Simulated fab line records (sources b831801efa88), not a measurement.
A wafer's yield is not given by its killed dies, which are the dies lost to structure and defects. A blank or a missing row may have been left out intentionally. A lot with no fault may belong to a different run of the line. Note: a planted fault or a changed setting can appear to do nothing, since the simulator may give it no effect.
Matching of chambers + flow sky130 + 4 sister chambers for SKY_CONTACT_CMP_04 on cmp-02
The step polishes SiO2. 4 wafers are shown with their chamber, then 7 later ones without.

## WAFERS, EACH WITH ITS CHAMBER
| wafer  | chamber | motor current A (A) |
|--------|---------|---------------------|
| L288.2 | 3       | 13.7                |
| L294.1 | 2       | 11.7                |
| L303.2 | 1       | 10.2                |
| L303.3 | 0       | 13.3                |

## WAFERS WITH NO CHAMBER GIVEN
| wafer  | motor current A (A) |
|--------|---------------------|
| L303.5 | 10.2                |
| L305.2 | 12.7                |
| L305.4 | 10.0                |
| L305.6 | 11.4                |
| L307.2 | 10.2                |
| L307.4 | 11.0                |
| L307.5 | 10.2                |

## CHAMBER TAKEN BY EACH
| wafer  | from the rows above          | in truth |
|--------|------------------------------|----------|
| L303.5 | 1                            | 1        |
| L305.2 | can't be placed: 0 or 2 or 3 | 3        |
| L305.4 | 1                            | 1        |
| L305.6 | 2                            | 2        |
| L307.2 | 1                            | 1        |
| L307.4 | can't be placed: 2 or 1      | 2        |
| L307.5 | 1                            | 1        |
Correct placement for 5 of the 7. Not placeable from these rows: 2 (in 2, the candidates include the true chamber). Number placed wrongly: 0.
How it was worked out, from the rows above alone: a wafer's distance from a chamber is the root of the sum, over the readings, of the square of ((its reading less the chamber's mean) divided by the reading's scatter). If the next closest chamber is less than 2 further off than the closest, the wafer can't be placed; otherwise it belongs to the closest. A chamber's mean is the mean of its shown wafers. The scatter: with one shown wafer a chamber, the root of the mean of the squares of how far each hidden wafer lies from its nearest shown one.
